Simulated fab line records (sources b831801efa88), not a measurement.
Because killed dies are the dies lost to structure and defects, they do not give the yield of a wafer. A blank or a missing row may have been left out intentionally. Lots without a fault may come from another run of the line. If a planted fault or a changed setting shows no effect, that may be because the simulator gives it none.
2 desks looking at one fault	flow gf180mcu	only its own numbers are on each desk; what lay behind them is given at the end

== AT THE TOOL OWNER'S DESK: cvd w-02 ==
The tool's own readings at GF_V2_CVD_23 (deposits W, target thk 350 nm, time 104.94 s): means of the sampled wafers that have a number, for each lot that ran on this tool. A lot is out of limits, marked OUT, if its mean lies more than 4 standard deviations from the usual mean; the brackets give that distance.
Columns: A = heater power w at GF_V2_CVD_23, usual 923 W; B = susceptor temp C at GF_V2_CVD_23, usual 400.01 C
lot	first seen here	A	B
L452	day 21 12:32	889	400.04
L455	day 22 11:26	839	400.05
L458	day 23 15:10	837	399.85
L460	day 24 06:55	892	399.90
L461	day 24 16:55	1033	410.25 (+47) OUT
L462	day 25 00:58	1023	410.00 (+45) OUT
L463	day 25 08:10	935	405.10 (+23) OUT
L471	day 27 21:16	912	399.77
L472	day 27 23:19	967	399.94
This desk finds L461, L462, L463 out of limits, L461 being first, at day 24 16:55 (susceptor temp C at GF_V2_CVD_23). L452, L455, L458, L460, L471, L472 stayed within limits.

== FROM THE METROLOGY DESK ==
What the gauges read for every lot (on any tool): the sampled wafers with a number, averaged. A lot is out of limits, marked OUT, if its mean lies more than 4 standard deviations from the usual mean; the brackets give that distance.
Columns: A = V2_BOW at GF_V2_BOW_MEAS_05, usual 100 um; B = V2_W_RS at GF_V2_RS_MEAS_24, usual 0.328 ohm/sq; C = V2_W_THK at GF_V2_THK_MEAS_25, usual 357 nm
lot	first seen here	A	B	C
L452	day 20 11:20	96	0.329	359
L455	day 21 10:56	102	0.329	357
L458	day 22 16:10	101	0.329	354
L460	day 23 07:11	107	0.330	357
L461	day 23 17:43	101	0.276 (-15) OUT	437 (+19) OUT
L462	day 24 01:59	94	0.274 (-16) OUT	431 (+18) OUT
L463	day 24 09:02	110	0.304 (-7.1) OUT	394 (+8.7) OUT
L464	day 24 16:13	97	0.328	355
L471	day 26 23:49	111	0.329	357
L472	day 27 02:37	110	0.329	355
This desk finds L461, L462, L463 out of limits, with the earliest case on L461 at day 24 17:03 (V2_W_RS at GF_V2_RS_MEAS_24). L452, L455, L458, L460, L464, L471, L472 stayed within limits.

== BROUGHT TOGETHER ==
At day 24 16:55, on L461, L462, L463, the tool owner's desk was in a position to raise an alarm.
On L461, L462, L463, the metrology desk was in a position to raise an alarm at day 24 17:03.
GF_V2_CVD_23 was run on cvd w-02 by each of the lots named.

== WHAT WAS PUT IN BY THE SIMULATOR ==
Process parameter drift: cvd w-02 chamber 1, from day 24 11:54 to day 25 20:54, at GF_V2_CVD_23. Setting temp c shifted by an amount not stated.
Lots struck among those shown: L461, L462, L463.
Fault start to first reading out of limits, in hours, per desk: tool owner, 5; metrology, 5.
